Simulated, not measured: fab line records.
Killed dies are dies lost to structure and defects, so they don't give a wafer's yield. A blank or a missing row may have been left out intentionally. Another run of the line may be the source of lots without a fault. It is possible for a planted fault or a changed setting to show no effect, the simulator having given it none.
Comparing a struck lot with a sound one    flow sky130    15 steps out of a route of 708
Sound: these wafers, L893.3, L893.4, L893.6. Wafers L882.3, L882.5, L882.6 were the ones struck. At the end, the cause is stated.
Per side, at each step with rows, come the tool, then ch with its chambers, and then its first start. Under that, the readings that differ: sound wafers    struck wafers    difference of the means    sigmas: that difference in standard deviations of wafers without a fault.
alike: readings whose means differ by less than 2 such deviations, and words and numbers that are the same on both sides. not compared: withheld readings, readings that some wafer has no value for, bounds like >300 that may hide the same value, and numbers for which the record gives no deviation and whose values overlap.
Wherever a step has rows on one side only, a row that says differs or no value, or a row with sigmas, the two part there. When numbers do not overlap yet have no deviation, they are printed without sigmas and do not part them. A reading that every wafer of one side lacks parts them only if that side has two wafers or more.

first, 5 steps without rows for these wafers: SKY_SONOS_TUNNEL_COAT_02 (resist thk 1140 nm); SKY_SONOS_TUNNEL_SOFTBAKE_03 (time 60 s); SKY_SONOS_TUNNEL_EXPOSE_04 (exposes mask TUNM, target cd 410 nm); SKY_SONOS_TUNNEL_PEB_05; SKY_SONOS_TUNNEL_DEVELOP_06 (develop time 60 s).
SKY_SONOS_TUNNEL_CD_MEAS_07: target cd 410 nm.
  sound on cdSem-02, day 16 06:57; struck on cdSem-02, day 12 14:32
  alike: cdNm
SKY_SONOS_TUNNEL_OVL_MEAS_08:
  sound on overlay-02, day 16 07:02; struck on overlay-01, day 12 14:37
  alike: SONOS_TUNNEL_OVL
then, 3 steps without rows for these wafers: SKY_SONOS_TUNNEL_IMPLANT_09; SKY_SONOS_TUNNEL_WET_ETCH_10 (etches SiO2 in dHF, target depth 14 nm, time 280 s); SKY_SONOS_TUNNEL_STRIP_11 (strips in SPM, time 600 s).
SKY_SONOS_TUNNEL_TW_MEAS_12:
  sound on filmMetro-04, day 16 07:31; struck on filmMetro-01, day 12 15:05
  alike: SONOS_TUNNEL_TW
then, 1 step without rows for these wafers: SKY_SONOS_TUNNEL_CLEAN_13 (cleans in dHF, time 20 s).
-- the record jumps here: 3 days lie between the struck wafers' starts before and after (it left off in module SONOS_TUNNEL and takes up again in module SONOS_ONO, whose first step shown is number 168 of the route) --
SKY_SONOS_ONO_OXIDATION_00: stabilise 600 s, purge 300 s, target thk 2.6 nm.
  sound on furnace-01 ch 0, day 16 08:27; struck on furnace-01 ch 0, day 15 05:47
  alike: spikeTcBottomC, spikeTcLowerC, zonePowerLowerPct
SKY_SONOS_ONO_THK_MEAS_01:
  sound on filmMetro-02, day 16 09:49; struck on filmMetro-02, day 15 07:08
  alike: SONOS_ONO_OXIDATION_THK
-- the record jumps here: 37 days lie between the struck wafers' starts before and after (it left off in module SONOS_ONO and takes up again in module PAD_OPEN, whose first step shown is number 708 of the route) --
SKY_PAD_OPEN_PROBE_99:
  sound on prober-02, day 50 00:01; struck on prober-02, day 52 01:18
reading                         sound                struck                difference  sigmas
model.etest.capOno.gateBvV (V)  16.32 16.49 16.41    15.42 15.09 14.9      -1.27       
model.etest.sonosBaked.vtV (V)  0.9964 0.9434 1.016  0.8255 0.8944 0.8477  -0.1294     
  alike: killed_at_M0_to_M3, killed_at_M4_up, killedAtContacts, killedAtFrontEnd, killedAtOther, killedDies, killedOpen, killedShort
  not compared: model.etest.sonosBaked.vtLessV

WHERE THEY PART
Nowhere in this record.

WHY: whatever the simulator had introduced
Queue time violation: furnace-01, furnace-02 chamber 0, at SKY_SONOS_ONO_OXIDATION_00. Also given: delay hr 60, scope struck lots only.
